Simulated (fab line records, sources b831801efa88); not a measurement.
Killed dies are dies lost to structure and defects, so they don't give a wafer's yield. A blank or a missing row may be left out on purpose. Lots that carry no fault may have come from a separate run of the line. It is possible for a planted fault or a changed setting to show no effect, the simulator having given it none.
Chamber matching :: flow gf180mcu :: GF_STI_ETCH_14 on rieSi-01 has 4 sister chambers
The step etches Si in HBr/Cl2/O2, target depth 360 nm, time 102.9 s. 4 wafers are shown with their chamber, then 8 later ones without.

## EACH WAFER AND ITS CHAMBER
wafer: L600.4
chamber: 0
drypumpMotorCurrentA (A): 5.9

wafer: L601.1
chamber: 3
drypumpMotorCurrentA (A): 5.0

wafer: L601.2
chamber: 2
drypumpMotorCurrentA (A): 5.4

wafer: L603.2
chamber: 1
drypumpMotorCurrentA (A): 4.9

## WAFERS WITH NO CHAMBER GIVEN
wafer: L603.3
drypumpMotorCurrentA (A): 5.9

wafer: L603.6
drypumpMotorCurrentA (A): 5.9

wafer: L607.1
drypumpMotorCurrentA (A): 5.0

wafer: L607.5
drypumpMotorCurrentA (A): 4.9

wafer: L607.6
drypumpMotorCurrentA (A): 5.9

wafer: L608.3
drypumpMotorCurrentA (A): 4.9

wafer: L608.5
drypumpMotorCurrentA (A): 5.4

wafer: L608.6
drypumpMotorCurrentA (A): 5.1

## CHAMBER TAKEN BY EACH
wafer: L603.3
from the rows above: 0
in truth: 0

wafer: L603.6
from the rows above: 0
in truth: 0

wafer: L607.1
from the rows above: 3
in truth: 3

wafer: L607.5
from the rows above: 1
in truth: 1

wafer: L607.6
from the rows above: 0
in truth: 0

wafer: L608.3
from the rows above: 1
in truth: 1

wafer: L608.5
from the rows above: 2
in truth: 2

wafer: L608.6
from the rows above: 3
in truth: 3
Correct placement for 8 of the 8. Can't be placed from these rows: 0. 0 placed wrongly.
How it was worked out, from the rows above alone: a wafer's distance from a chamber is the root of the sum, over the readings, of the square of ((its reading less the chamber's mean) divided by the reading's scatter). If the next closest chamber is less than 2 further off than the closest, the wafer can't be placed; otherwise it belongs to the closest. The mean given for a chamber averages the wafers shown for that chamber. The scatter (one wafer shown for each chamber): square how far every hidden wafer sits from the nearest shown wafer, average those squares and take the square root.
